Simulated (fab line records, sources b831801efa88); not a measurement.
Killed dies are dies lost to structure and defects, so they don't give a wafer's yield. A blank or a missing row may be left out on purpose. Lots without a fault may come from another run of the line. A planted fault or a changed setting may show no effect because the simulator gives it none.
Tool commonality check | flow gf180mcu | 11 lots, 33 wafers sampled

WHY IT WAS OPENED
At GF_M2_RS_MEAS_05 the reading M2_ALCU_RS is flagged on 2 of 11 lots. Wafers without a fault read 0.0696 ohm/sq, standard deviation 0.00073.
Rule: a lot is flagged when every wafer of it that has a number lies more than 4 standard deviations from that mean, or none has a number. The other lots count as sound.

lot  | measured     | on            | M2_ALCU_RS (ohm/sq), wafer by wafer | flag
L739 | day 18 03:10 | film_metro-02 | 0.0704 0.0703 0.0702                |
L740 | day 18 11:05 | film_metro-01 | 0.0691 0.0687 0.0687                |
L744 | day 20 06:16 | film_metro-02 | 0.0705 0.0703 0.0700                |
L747 | day 21 11:15 | film_metro-03 | 0.0697 0.0698 0.0698                |
L750 | day 22 08:07 | film_metro-02 | 0.0706 0.0700 0.0695                |
L751 | day 23 03:01 | film_metro-02 | 0.0532 0.0532 0.0531                | FLAGGED
L753 | day 23 13:16 | film_metro-01 | 0.0527 0.0526 0.0532                | FLAGGED
L758 | day 25 00:08 | film_metro-01 | 0.0684 0.0688 0.0696                |
L760 | day 25 15:09 | film_metro-02 | 0.0693 0.0701 0.0696                |
L761 | day 25 21:12 | film_metro-01 | 0.0698 0.0695 0.0695                |
L762 | day 26 03:27 | film_metro-02 | 0.0694 0.0691 0.0694                |
The numbers of the flagged lots are 0.0530 ohm/sq on average: -0.0166 ohm/sq against the usual, or -23 standard deviations.

WHICH TOOL RAN EACH LOT
The record holds 3 process steps before the reading, out of a route of 602 steps. In each cell: the tool, then ch and the chambers that the sampled wafers went through, then the start.
lot  | flag    | GF_M2_SPUTTER_01             | GF_M2_SPUTTER_02             | GF_M2_SPUTTER_03
L739 |         | pvd_sputter-02, day 18 03:02 | pvd_sputter-02, day 18 03:04 | pvd_sputter-02, day 18 03:06
L740 |         | pvd_sputter-04, day 18 10:58 | pvd_sputter-04, day 18 10:59 | pvd_sputter-04, day 18 11:01
L744 |         | pvd_sputter-03, day 20 06:05 | pvd_sputter-03, day 20 06:07 | pvd_sputter-03, day 20 06:09
L747 |         | pvd_sputter-02, day 21 11:08 | pvd_sputter-02, day 21 11:10 | pvd_sputter-02, day 21 11:11
L750 |         | pvd_sputter-04, day 22 07:59 | pvd_sputter-04, day 22 08:01 | pvd_sputter-04, day 22 08:03
L751 | FLAGGED | pvd_sputter-04, day 23 02:53 | pvd_sputter-04, day 23 02:55 | pvd_sputter-04, day 23 02:57
L753 | FLAGGED | pvd_sputter-04, day 23 13:08 | pvd_sputter-04, day 23 13:10 | pvd_sputter-04, day 23 13:11
L758 |         | pvd_sputter-03, day 25 00:01 | pvd_sputter-03, day 25 00:03 | pvd_sputter-03, day 25 00:05
L760 |         | pvd_sputter-03, day 25 15:01 | pvd_sputter-03, day 25 15:02 | pvd_sputter-03, day 25 15:04
L761 |         | pvd_sputter-02, day 25 21:04 | pvd_sputter-02, day 25 21:05 | pvd_sputter-02, day 25 21:07
L762 |         | pvd_sputter-03, day 26 03:19 | pvd_sputter-03, day 26 03:20 | pvd_sputter-03, day 26 03:22
What these steps do:
- GF_M2_SPUTTER_01: material TiN, target thk 30 nm, time 25 s.
- GF_M2_SPUTTER_02: material AlCu, target thk 450 nm, time 23.9 s.
- GF_M2_SPUTTER_03: material Ti, target thk 10 nm, time 6.7 s.
- GF_M2_RS_MEAS_05: measures by four-point-probe.

FLAGGED OVER TOTAL, TOOL BY TOOL (the gauges that took the reading come last)
step             | tool           | lots run | flagged | share of the flagged lots | sound lots run after its first flagged lot
GF_M2_SPUTTER_01 | pvd_sputter-02 | 3        | 0       | none                      | -
GF_M2_SPUTTER_01 | pvd_sputter-03 | 4        | 0       | none                      | -
GF_M2_SPUTTER_01 | pvd_sputter-04 | 4        | 2       | all                       | 0
GF_M2_SPUTTER_02 | pvd_sputter-02 | 3        | 0       | none                      | -
GF_M2_SPUTTER_02 | pvd_sputter-03 | 4        | 0       | none                      | -
GF_M2_SPUTTER_02 | pvd_sputter-04 | 4        | 2       | all                       | 0
GF_M2_SPUTTER_03 | pvd_sputter-02 | 3        | 0       | none                      | -
GF_M2_SPUTTER_03 | pvd_sputter-03 | 4        | 0       | none                      | -
GF_M2_SPUTTER_03 | pvd_sputter-04 | 4        | 2       | all                       | 0
GF_M2_RS_MEAS_05 | film_metro-01  | 4        | 1       | some                      | 2 (L758,L761)
GF_M2_RS_MEAS_05 | film_metro-02  | 6        | 1       | some                      | 2 (L760,L762)
GF_M2_RS_MEAS_05 | film_metro-03  | 1        | 0       | none                      | -

WHAT THE TABLE ALLOWS
3 rows of the table ran every flagged lot: pvd_sputter-04 at GF_M2_SPUTTER_01, pvd_sputter-04 at GF_M2_SPUTTER_02, pvd_sputter-04 at GF_M2_SPUTTER_03.
- pvd_sputter-04 at GF_M2_SPUTTER_01: 2 of its 4 lots flagged. Its last sound lot is L750 (day 22 07:59), its first flagged lot L751 (day 23 02:53): a fault that began between those two fits.
- pvd_sputter-04 at GF_M2_SPUTTER_02: 2 of its 4 lots flagged. Its last sound lot is L750 (day 22 08:01), its first flagged lot L751 (day 23 02:55): a fault that began between those two fits. Its own readings lie more than 4 standard deviations out on every wafer of the flagged lots: cathode_dc_power_W.
- pvd_sputter-04 at GF_M2_SPUTTER_03: 2 of its 4 lots flagged. Its last sound lot is L750 (day 22 08:03), its first flagged lot L751 (day 23 02:57): a fault that began between those two fits.
One tool is left: pvd_sputter-04 at GF_M2_SPUTTER_01 and GF_M2_SPUTTER_02 and GF_M2_SPUTTER_03.

WHAT THE SIMULATOR HAD PUT IN
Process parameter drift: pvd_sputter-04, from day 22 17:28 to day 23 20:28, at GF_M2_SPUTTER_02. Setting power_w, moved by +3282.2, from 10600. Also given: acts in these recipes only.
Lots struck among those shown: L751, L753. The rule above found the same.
